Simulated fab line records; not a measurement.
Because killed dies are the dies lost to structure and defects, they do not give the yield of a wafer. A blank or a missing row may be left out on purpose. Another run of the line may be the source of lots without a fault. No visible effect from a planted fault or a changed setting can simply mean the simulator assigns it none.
A sampling plan put to the test -- flow gf180mcu -- one fab line, 44 faults that these records tell of, each judged on the records of the lots that it struck; 5 more are left out, because the records don't allow judging them
The line's own looks make up the plan; these are the steps of the route where a gauge or inspection reads the wafer and leaves it unchanged. Where struck wafers have a number at a look and the file lists that look's usual mean and standard deviation on fault-free wafers, the look can be judged. Caught: a look later than the fault's first step finds the struck wafers' mean 4 or more of those standard deviations (sigma) from the usual mean. On the tool: the identical test, applied to the tool's own readings at the steps of the fault. It also counts as caught if the struck wafers ran another recipe or if their record alone is blank.

== THE FAULTS, as the simulator had put them in ==
1. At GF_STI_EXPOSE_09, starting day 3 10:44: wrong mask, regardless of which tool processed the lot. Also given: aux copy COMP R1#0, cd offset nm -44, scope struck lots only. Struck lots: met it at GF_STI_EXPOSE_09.
2. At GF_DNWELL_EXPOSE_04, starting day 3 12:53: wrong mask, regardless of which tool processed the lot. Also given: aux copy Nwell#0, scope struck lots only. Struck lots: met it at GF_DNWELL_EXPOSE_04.
3. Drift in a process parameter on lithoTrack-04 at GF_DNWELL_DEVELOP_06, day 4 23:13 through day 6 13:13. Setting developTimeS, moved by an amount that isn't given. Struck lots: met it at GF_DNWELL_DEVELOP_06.
4. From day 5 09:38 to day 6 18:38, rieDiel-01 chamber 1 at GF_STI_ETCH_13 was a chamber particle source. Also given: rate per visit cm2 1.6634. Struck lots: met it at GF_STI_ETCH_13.
5. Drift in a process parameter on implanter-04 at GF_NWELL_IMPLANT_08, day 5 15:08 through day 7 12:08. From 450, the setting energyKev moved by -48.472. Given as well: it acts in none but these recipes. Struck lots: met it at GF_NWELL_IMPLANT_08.
6. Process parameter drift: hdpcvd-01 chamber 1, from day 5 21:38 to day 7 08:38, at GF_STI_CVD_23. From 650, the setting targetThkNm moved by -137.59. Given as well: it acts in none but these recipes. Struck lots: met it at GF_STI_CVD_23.
7. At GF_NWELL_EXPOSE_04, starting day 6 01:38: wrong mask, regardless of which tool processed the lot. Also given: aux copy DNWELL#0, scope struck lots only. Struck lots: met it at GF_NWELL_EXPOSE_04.
8. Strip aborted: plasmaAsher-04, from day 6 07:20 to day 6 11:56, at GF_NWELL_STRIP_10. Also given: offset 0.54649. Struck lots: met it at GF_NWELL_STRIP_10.
9. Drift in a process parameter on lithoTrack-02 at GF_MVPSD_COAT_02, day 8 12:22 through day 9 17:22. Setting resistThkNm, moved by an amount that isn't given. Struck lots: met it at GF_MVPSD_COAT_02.
10. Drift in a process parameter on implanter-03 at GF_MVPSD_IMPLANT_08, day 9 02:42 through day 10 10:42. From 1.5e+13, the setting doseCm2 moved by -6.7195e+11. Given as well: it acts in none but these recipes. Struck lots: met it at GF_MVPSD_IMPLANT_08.
11. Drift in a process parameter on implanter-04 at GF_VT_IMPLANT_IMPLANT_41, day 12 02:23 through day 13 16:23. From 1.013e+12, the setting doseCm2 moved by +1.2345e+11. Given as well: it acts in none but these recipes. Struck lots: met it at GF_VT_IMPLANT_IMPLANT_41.
12. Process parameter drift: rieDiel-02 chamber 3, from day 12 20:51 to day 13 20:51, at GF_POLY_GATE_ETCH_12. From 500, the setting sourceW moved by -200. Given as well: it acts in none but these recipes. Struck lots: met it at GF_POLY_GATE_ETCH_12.
13. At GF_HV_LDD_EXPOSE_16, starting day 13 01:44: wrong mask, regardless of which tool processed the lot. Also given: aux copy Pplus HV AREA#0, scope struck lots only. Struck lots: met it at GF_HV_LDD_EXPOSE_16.
14. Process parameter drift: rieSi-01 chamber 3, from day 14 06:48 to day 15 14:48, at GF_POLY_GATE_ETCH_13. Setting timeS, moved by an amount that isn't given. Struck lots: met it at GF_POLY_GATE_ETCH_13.
15. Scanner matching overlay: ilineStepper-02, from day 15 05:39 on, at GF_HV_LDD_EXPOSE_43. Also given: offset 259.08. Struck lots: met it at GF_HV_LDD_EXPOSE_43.
16. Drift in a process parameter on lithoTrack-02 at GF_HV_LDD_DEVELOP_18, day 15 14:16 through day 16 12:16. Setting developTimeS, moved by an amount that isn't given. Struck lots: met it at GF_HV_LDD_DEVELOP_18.
17. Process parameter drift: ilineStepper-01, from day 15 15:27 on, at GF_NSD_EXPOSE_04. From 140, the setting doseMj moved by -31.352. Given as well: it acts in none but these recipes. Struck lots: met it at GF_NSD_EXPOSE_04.
18. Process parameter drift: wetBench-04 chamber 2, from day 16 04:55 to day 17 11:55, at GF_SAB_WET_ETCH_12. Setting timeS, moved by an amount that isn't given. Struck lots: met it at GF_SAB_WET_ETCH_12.
19. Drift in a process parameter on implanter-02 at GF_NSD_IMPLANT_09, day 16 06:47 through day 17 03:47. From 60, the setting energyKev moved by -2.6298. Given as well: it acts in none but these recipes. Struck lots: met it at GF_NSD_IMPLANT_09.
20. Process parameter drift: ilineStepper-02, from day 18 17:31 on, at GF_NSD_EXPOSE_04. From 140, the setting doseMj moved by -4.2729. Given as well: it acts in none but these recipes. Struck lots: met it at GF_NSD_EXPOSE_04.
21. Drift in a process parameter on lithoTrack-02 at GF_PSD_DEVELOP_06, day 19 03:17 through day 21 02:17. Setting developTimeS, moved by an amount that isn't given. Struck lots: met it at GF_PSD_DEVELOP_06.
22. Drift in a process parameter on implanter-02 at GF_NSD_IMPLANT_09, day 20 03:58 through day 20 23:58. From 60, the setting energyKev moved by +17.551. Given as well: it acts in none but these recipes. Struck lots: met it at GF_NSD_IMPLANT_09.
23. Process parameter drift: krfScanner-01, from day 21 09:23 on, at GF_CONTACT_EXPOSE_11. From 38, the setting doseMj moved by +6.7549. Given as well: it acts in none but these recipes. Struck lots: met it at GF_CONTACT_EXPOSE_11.
24. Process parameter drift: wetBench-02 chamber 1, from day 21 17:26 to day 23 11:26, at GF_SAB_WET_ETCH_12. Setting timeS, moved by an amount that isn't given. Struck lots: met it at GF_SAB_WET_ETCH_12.
25. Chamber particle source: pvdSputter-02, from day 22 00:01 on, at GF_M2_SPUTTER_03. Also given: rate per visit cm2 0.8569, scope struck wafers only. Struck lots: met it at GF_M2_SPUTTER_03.
26. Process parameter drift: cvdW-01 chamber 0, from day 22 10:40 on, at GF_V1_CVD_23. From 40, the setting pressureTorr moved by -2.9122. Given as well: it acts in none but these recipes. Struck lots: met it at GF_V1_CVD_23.
27. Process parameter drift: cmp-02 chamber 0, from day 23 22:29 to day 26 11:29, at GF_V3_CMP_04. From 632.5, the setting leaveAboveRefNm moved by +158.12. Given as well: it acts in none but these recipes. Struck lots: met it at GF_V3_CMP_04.
28. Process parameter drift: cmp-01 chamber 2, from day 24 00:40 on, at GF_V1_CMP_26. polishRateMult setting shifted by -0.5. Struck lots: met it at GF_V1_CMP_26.
29. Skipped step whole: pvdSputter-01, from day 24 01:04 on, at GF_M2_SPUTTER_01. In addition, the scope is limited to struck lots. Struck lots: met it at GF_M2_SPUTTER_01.
30. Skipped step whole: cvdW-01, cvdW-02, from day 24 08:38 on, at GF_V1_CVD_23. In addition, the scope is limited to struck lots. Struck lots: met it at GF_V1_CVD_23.
31. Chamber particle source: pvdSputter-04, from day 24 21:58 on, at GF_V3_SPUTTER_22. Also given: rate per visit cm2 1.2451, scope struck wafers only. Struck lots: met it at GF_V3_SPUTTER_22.
32. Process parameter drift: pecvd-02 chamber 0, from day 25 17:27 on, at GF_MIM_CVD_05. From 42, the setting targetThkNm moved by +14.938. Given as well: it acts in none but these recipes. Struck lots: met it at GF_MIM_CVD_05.
33. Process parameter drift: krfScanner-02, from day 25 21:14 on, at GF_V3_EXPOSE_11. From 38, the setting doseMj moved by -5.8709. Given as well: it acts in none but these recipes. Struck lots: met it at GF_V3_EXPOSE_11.
34. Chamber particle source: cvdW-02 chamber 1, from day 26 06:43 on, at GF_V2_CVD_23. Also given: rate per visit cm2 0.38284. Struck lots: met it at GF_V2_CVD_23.
35. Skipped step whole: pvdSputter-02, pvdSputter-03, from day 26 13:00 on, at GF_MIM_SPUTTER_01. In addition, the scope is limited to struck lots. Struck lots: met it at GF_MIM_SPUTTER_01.
36. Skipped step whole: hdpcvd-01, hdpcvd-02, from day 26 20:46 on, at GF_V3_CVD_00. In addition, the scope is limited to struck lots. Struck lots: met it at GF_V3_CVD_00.
37. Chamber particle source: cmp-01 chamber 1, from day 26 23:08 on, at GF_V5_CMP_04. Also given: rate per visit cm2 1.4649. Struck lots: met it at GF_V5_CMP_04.
38. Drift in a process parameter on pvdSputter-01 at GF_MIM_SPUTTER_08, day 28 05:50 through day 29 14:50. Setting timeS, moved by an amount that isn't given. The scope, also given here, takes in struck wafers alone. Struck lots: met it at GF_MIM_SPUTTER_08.
39. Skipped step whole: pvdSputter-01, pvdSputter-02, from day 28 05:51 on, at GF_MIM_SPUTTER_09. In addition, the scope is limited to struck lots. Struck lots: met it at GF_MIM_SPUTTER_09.
40. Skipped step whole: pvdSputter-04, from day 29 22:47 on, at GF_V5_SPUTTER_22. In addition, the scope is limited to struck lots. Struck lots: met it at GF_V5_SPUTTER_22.
41. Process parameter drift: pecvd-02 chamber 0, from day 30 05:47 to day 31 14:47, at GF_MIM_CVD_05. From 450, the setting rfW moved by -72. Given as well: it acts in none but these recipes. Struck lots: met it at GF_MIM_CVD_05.
42. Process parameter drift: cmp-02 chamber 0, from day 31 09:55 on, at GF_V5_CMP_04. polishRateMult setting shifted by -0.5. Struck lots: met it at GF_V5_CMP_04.
43. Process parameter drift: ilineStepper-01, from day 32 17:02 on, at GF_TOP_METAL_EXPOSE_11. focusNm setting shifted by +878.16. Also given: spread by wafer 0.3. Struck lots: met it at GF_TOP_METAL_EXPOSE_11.
44. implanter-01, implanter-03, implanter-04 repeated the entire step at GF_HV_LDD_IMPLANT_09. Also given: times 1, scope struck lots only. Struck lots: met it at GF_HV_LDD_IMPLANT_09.

== WHAT THE PLAN SAW ==
fault,on the tool itself,first look that catches it,"reading, sigma",median hours from its first step to that look,hours from the fault's start to the first struck lot there,judged looks passed uncaught
1,under 2 sigma,GF_STI_CD_MEAS_12,cdNm -40,6.1,9,0
2,under 2 sigma,GF_DNWELL_TW_MEAS_09,DNWELL_TW -99 or beyond,6.4,10,0
3,under 2 sigma,none of the 3 looks that can be judged after it,-,-,-,3
4,under 2 sigma,not the one look that can be judged after it,-,-,-,1
5,beamEnergyKeV -99 or beyond sigma,GF_VT_IMPLANT_RS_MEAS_47,NWELL_RS +9.0,116.1,122,1
6,no reading that can be judged,GF_STI_THK_MEAS_24,STI_CVD_23_THK -26,0.1,8,0
7,under 2 sigma,GF_NWELL_TW_MEAS_11,NWELL_TW -99 or beyond,8.1,10,0
8,oesProductAu +50 sigma,GF_LVPWELL_TW_MEAS_11,LVPWELL_TW -99 or beyond,15.1,20,0
9,under 2 sigma,not the one look that can be judged after it,-,-,-,1
10,doseIonsCm2 -44 sigma,GF_VT_IMPLANT_RS_MEAS_49,MVPSD_RS +10,73.2,75,2
11,doseIonsCm2 +99 or beyond sigma,GF_VT_IMPLANT_TW_MEAS_43,VT_IMPLANT_4_TW +4.7,0.2,3,0
12,rfFwdPowerW -99 or beyond sigma,not the one look that can be judged after it,"strongest: cdNm at GF_POLY_GATE_CD_MEAS_18, +3.1",-,-,1
13,no reading that can be judged,GF_HV_LDD_TW_MEAS_23,HV_LDD_2_TW -99 or beyond,10.1,12,0
14,runLengthS -58 sigma,no look after it can be judged,-,-,-,0
15,under 2 sigma,GF_HV_LDD_OVL_MEAS_47,HV_LDD_03_OVL +99 or beyond,10.7,19,0
16,under 2 sigma,GF_HV_LDD_CD_MEAS_19,cdNm -51,0.2,3,0
17,exposureDoseMJCm2 -99 or beyond sigma,GF_NSD_CD_MEAS_07,cdNm -27,10.8,17,0
18,runLengthS -50 sigma,no look after it can be judged,-,-,-,0
19,beamEnergyKeV -99 or beyond sigma,GF_PSD_RS_MEAS_14,NSD_RS +8.5,24.0,26,0
20,exposureDoseMJCm2 -24 sigma,none of the 2 looks that can be judged after it,"strongest: cdNm at GF_NSD_CD_MEAS_07, -2.6",-,-,2
21,under 2 sigma,GF_PSD_CD_MEAS_07,cdNm +4.2,0.1,9,0
22,beamEnergyKeV +99 or beyond sigma,GF_NSD_TW_MEAS_12,NSD_TW +8.0,0.4,5,0
23,exposureDoseMJCm2 +99 or beyond sigma,GF_CONTACT_CD_MEAS_14,cdNm +19,11.6,18,0
24,runLengthS -99 or beyond sigma,not the one look that can be judged after it,-,-,-,1
25,under 2 sigma,none of the 7 looks that can be judged after it,-,-,-,7
26,chamberPressureTorr -33 sigma,not the one look that can be judged after it,"strongest: V1_W_RS at GF_V1_RS_MEAS_24, +2.4",-,-,1
27,timeToEndpointS -11 sigma,none of the 5 looks that can be judged after it,-,-,-,5
28,overpolishRunS -99 or beyond sigma,no look after it can be judged,-,-,-,0
29,the tool's record is blank for the struck wafers,not the one look that can be judged after it,-,-,-,1
30,the tool's record is blank for the struck wafers,GF_V1_RS_MEAS_24,V1_W_RS +99 or beyond,0.1,6,0
31,under 2 sigma,none of the 3 looks that can be judged after it,-,-,-,3
32,under 2 sigma,GF_MIM_THK_MEAS_06,MIM_CVD_05_THK +31,0.0,16,0
33,exposureDoseMJCm2 -99 or beyond sigma,GF_V3_CD_MEAS_14,cdNm -23,10.0,29,0
34,under 2 sigma,not the one look that can be judged after it,-,-,-,1
35,the tool's record is blank for the struck wafers,no look after it can be judged,-,-,-,0
36,the tool's record is blank for the struck wafers,no look after it can be judged,-,-,-,0
37,under 2 sigma,no look after it can be judged,-,-,-,0
38,under 2 sigma,GF_MIM_RS_MEAS_10,MIM_ALCU_RS -6.0,0.1,1,0
39,the tool's record is blank for the struck wafers,GF_MIM_THK_MEAS_11,MIM_ALCU_THK +4.8,0.2,1,0
40,the tool's record is blank for the struck wafers,no look after it can be judged,-,-,-,0
41,rfFwdPowerW -27 sigma,not the one look that can be judged after it,"strongest: MIM_CVD_05_THK at GF_MIM_THK_MEAS_06, -3.6",-,-,1
42,under 2 sigma,not the one look that can be judged after it,-,-,-,1
43,exposureDoseMJCm2 -60 sigma,GF_TOP_METAL_CD_MEAS_14,cdNm -30,7.2,29,0
44,no reading that can be judged,GF_HV_LDD_TW_MEAS_11,HV_LDD_TW +40,0.6,-,0
A dash: this means the fault isn't caught or the number doesn't appear in these records.

Caught at a look: 23 of 44. Caught on the tool: 25 of 44. By one or the other: 36 of 44.
Faults 12, 14, 18, 20, 24, 26, 27, 28, 29, 35, 36, 40, 41 were caught on the tool alone.
Caught at a look alone: faults 1, 2, 6, 7, 13, 15, 16, 21, 32, 38, 44.
Caught by neither: faults 3, 4, 9, 25, 31, 34, 37, 42.

== THINNER SAMPLING ==
In the worst case, this is how late the first struck lot would be measured if the look that catches a fault measured only every second or every third lot, by lot number:
fault,"struck lots at that look, in order of time",every lot,every second lot,every third lot
1,L967,9 h,may miss it,may miss it
2,L926,10 h,may miss it,may miss it
5,"L855, L857",122 h,may miss all 2,may miss all 2
6,"L874, L875",8 h,13 h,may miss all 2
7,L648,10 h,may miss it,may miss it
8,L767,20 h,may miss it,may miss it
10,"L782, L783",75 h,83 h,may miss all 2
11,"L410, L411",3 h,10 h,may miss all 2
13,L525,12 h,may miss it,may miss it
15,"L409, L411",19 h,may miss all 2,may miss all 2
16,"L859, L860",3 h,8 h,may miss all 2
17,"L803, L805",17 h,may miss all 2,may miss all 2
19,"L532, L533",26 h,44 h,may miss all 2
21,"L652, L653",9 h,15 h,may miss all 2
22,"L193, L194",5 h,11 h,may miss all 2
23,"L750, L751",18 h,29 h,may miss all 2
30,L569,6 h,may miss it,may miss it
32,"L841, L842, L843",16 h,23 h,30 h
33,"L724, L725",29 h,39 h,may miss all 2
38,"L644, L646",1 h,may miss all 2,may miss all 2
39,"L372, L373",1 h,5 h,may miss all 2
43,L500,29 h,may miss it,may miss it
Hours: fault start to first struck lot measured. The test against the limit of 4 sigma pooled every struck wafer, which means one lot taken alone may stay below that limit. Other struck lots may not be in these records.

== THE LONGEST TIMED WAY FROM STEP TO LOOK ==
Fault 5: a median of 116.1 hours passes between GF_NWELL_IMPLANT_08 and GF_VT_IMPLANT_RS_MEAS_47. The look between them that can be judged stayed within 4 sigma: GF_VT_IMPLANT_RS_MEAS_46.
